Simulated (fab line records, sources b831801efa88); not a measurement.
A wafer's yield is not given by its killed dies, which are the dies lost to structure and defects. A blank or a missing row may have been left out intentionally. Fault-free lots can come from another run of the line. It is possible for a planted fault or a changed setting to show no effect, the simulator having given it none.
Matching of chambers ; flow sky130 ; 4 sister chambers for SKY_CONTACT_CMP_27 on cmp-01
The step polishes, stops on SiO2, t overpolish 15 s, target thk 0 nm. 4 wafers are shown with their chamber, then 7 later ones without.

== WAFERS PAIRED WITH THEIR CHAMBERS ==
wafer;chamber;motor-current-A (A)
L837.4;0;12.2
L837.5;2;11.8
L839.4;1;10.3
L839.5;3;10.4

== WAFERS WHOSE CHAMBER IS MISSING ==
wafer;motor-current-A (A)
L839.6;11.9
L840.1;13.1
L840.2;11.4
L840.6;12.1
L852.1;10.8
L852.3;12.2
L852.4;10.8

== EACH ONE'S CHAMBER ==
wafer;from the rows above;in truth
L839.6;can't be placed: 2 or 0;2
L840.1;can't be placed: 0 or 2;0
L840.2;can't be placed: 2 or 0 or 3 or 1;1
L840.6;can't be placed: 0 or 2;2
L852.1;can't be placed: 3 or 1 or 2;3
L852.3;can't be placed: 0 or 2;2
L852.4;can't be placed: 3 or 1 or 2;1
Placed correctly: 0 of 7. From these rows, 7 cannot be placed; in 7 the true chamber is one of the candidates. Placed wrongly: 0.
How it was worked out, from the rows above alone: a wafer's distance from a chamber is the root of the sum, over the readings, of the square of ((its reading less the chamber's mean) divided by the reading's scatter). If the next closest chamber is less than 2 further off than the closest, the wafer can't be placed; otherwise it belongs to the closest. For every chamber, the mean is computed from those of its wafers that are shown. The scatter: root of mean squared gap, hidden wafer to nearest shown wafer, with one shown wafer a chamber.
